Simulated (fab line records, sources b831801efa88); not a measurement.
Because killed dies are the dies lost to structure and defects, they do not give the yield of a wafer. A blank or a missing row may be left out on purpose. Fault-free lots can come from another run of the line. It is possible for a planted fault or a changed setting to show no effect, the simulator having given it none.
Comparing a struck lot with a sound one || flow sky130 || 23 steps out of a route of 708
Sound: these wafers, L908.2, L908.4, L908.6. Wafers L916.4, L916.5, L916.6 were the ones struck. At the end, the cause is stated.
For every step that has rows: the tool of each side, followed by ch and its chambers, followed by its first start. Under that, the readings that differ: sound wafers || struck wafers || difference of the means || sigmas: that difference in standard deviations of wafers without a fault.
alike: readings whose means differ by less than 2 such deviations, and words and numbers that are the same on both sides. not compared: withheld readings, readings that some wafer has no value for, bounds like >300 that may hide the same value, and numbers for which the record gives no deviation and whose values overlap.
The two part at a step that has a row with sigmas, a row that says differs or no value, or rows on one side only. Numbers that have no deviation but don't overlap get no sigmas and don't part them. A reading missing from all wafers of one side parts the sides only when that side holds two or more wafers.

SKY_LI_CONTACT_SPUTTER_19: material Ti, target thk 20 nm, time 106.37 s.
  struck on pvd_sputter-02, day 35 16:07; sound on pvd_sputter-02, day 33 13:36
  alike: throttle_valve_pct
SKY_LI_CONTACT_SPUTTER_20: material TiN, target thk 20 nm, time 80 s.
  struck on pvd_sputter-02, day 35 16:12; sound on pvd_sputter-02, day 33 13:41
  alike: throttle_valve_pct
then, 1 step without rows for these wafers: SKY_LI_CONTACT_CVD_21 (deposits W, target thk 400 nm, time 120.56 s).
SKY_LI_CONTACT_RS_MEAS_22: uses a four-point probe to measure.
  struck on film_metro-01, day 35 16:26; sound on film_metro-01, day 33 13:53
  alike: LI_CONTACT_W_RS
SKY_LI_CONTACT_THK_MEAS_23: measures by xrf.
  struck on film_metro-01, day 35 16:32; sound on film_metro-01, day 33 14:00
  alike: LI_CONTACT_W_THK
then, 1 step without rows for these wafers: SKY_LI_CONTACT_CMP_24 (polishes, stops on PSG, t overpolish 20 s, target thk 0 nm).
SKY_LOCAL_INTERCONNECT_SPUTTER_00: material TiN, target thk 100 nm, time 83.3 s.
  struck on pvd_sputter-04, day 35 16:52; sound on pvd_sputter-01, day 33 14:21
  alike: throttle_valve_pct
SKY_LOCAL_INTERCONNECT_RS_MEAS_01: uses a four-point probe to measure.
  struck on film_metro-03, day 35 16:59; sound on film_metro-03, day 33 14:26
  alike: LOCAL_INTERCONNECT_TIN_RS
SKY_LOCAL_INTERCONNECT_THK_MEAS_02: measures by xrf.
  struck on film_metro-03, day 35 17:05; sound on film_metro-03, day 33 14:32
  alike: LOCAL_INTERCONNECT_TIN_THK
then, 3 steps without rows for these wafers: SKY_LOCAL_INTERCONNECT_DEHYDRATE_03 (time 60 s); SKY_LOCAL_INTERCONNECT_HMDS_04 (prime time 60 s); SKY_LOCAL_INTERCONNECT_COAT_05 (resist thk 60 nm).
SKY_LOCAL_INTERCONNECT_COAT_06: resist thk 450 nm.
  sound on litho_track-01 ch 0, day 34 03:00; struck on litho_track-01 ch 0, day 36 06:00
{"reading": "spin_speed_rpm (rpm)", "sound": "2998.6 2998.6 3000.4", "struck": "2958.1 2955.7 2955.8", "difference": -42.7, "sigmas": -22}
{"reading": "model.KrF-thick_of_LOCAL_INTERCONNECT_COAT_06.thk_nm (nm)", "sound": "449.9 449.8 448.2", "struck": "456.3 454.6 453.3", "difference": "+5.4", "sigmas": ""}
then, 4 steps without rows for these wafers: SKY_LOCAL_INTERCONNECT_SOFTBAKE_07 (time 90 s); SKY_LOCAL_INTERCONNECT_EXPOSE_08 (exposes mask LI1M, target cd 170 nm); SKY_LOCAL_INTERCONNECT_PEB_09; SKY_LOCAL_INTERCONNECT_DEVELOP_10 (develop time 60 s).
SKY_LOCAL_INTERCONNECT_CD_MEAS_11: the cd target is 170 nm.
  struck on cd_sem-01, day 36 19:12; sound on cd_sem-01, day 34 16:56
{"reading": "cd_nm (nm)", "sound": "167.3 167.3 167.5", "struck": "170.6 171.6 172.0", "difference": "+4.0", "sigmas": "+3"}
SKY_LOCAL_INTERCONNECT_OVL_MEAS_12:
  struck on overlay-02, day 36 19:17; sound on overlay-01, day 34 17:03
  alike: LOCAL_INTERCONNECT_OVL
SKY_LOCAL_INTERCONNECT_ETCH_13: etches BARC in N2/H2, stops on SiO2, time 45.9 s, target depth 60 nm.
  sound on rie_metal-03 ch 0,1, day 34 17:05; struck on rie_metal-04 ch 0,1, day 36 19:19
  alike: drypump_motor_current_A, oes_product_au, rf_fwd_power_W, throttle_valve_pct
  not compared: rf_hours_counter_h
SKY_LOCAL_INTERCONNECT_METAL_ETCH_14: etches TiN in Cl2/BCl3, stops on PSG, target depth 110 nm, time 31.4 s.
  sound on rie_metal-03 ch 0,1, day 34 17:08; struck on rie_metal-04 ch 0,1, day 36 19:22
{"reading": "model.KrF-thick_of_LOCAL_INTERCONNECT_COAT_06.thk_nm (nm)", "sound": "348.9 348 347.2", "struck": "353.6 352.4 352.9", "difference": "+4.9", "sigmas": ""}
  alike: drypump_motor_current_A, oes_product_au, rf_fwd_power_W, throttle_valve_pct
  not compared: rf_hours_counter_h
SKY_LOCAL_INTERCONNECT_STRIP_15: strips in O2/N2.
  sound on plasma_asher-04 ch 0,1, day 34 17:12; struck on plasma_asher-03 ch 0,1, day 36 19:26
{"reading": "strip_time_to_endpoint_s (s)", "sound": "4.722 4.698 4.698", "struck": "4.792 4.756 4.790", "difference": "+0.073", "sigmas": "+4"}
  alike: drypump_motor_current_A, o2_flow_sccm, oes_product_au
  not compared: rf_hours_counter_h
then, 1 step without rows for these wafers: SKY_PAD_OPEN_PROBE_99.

## WHERE THEY PART
First at SKY_LOCAL_INTERCONNECT_COAT_06; last, within this record, at SKY_LOCAL_INTERCONNECT_STRIP_15.

WHY: what the simulator had put in
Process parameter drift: litho_track-01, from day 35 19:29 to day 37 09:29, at SKY_LOCAL_INTERCONNECT_COAT_06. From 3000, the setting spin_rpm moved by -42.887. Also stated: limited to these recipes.
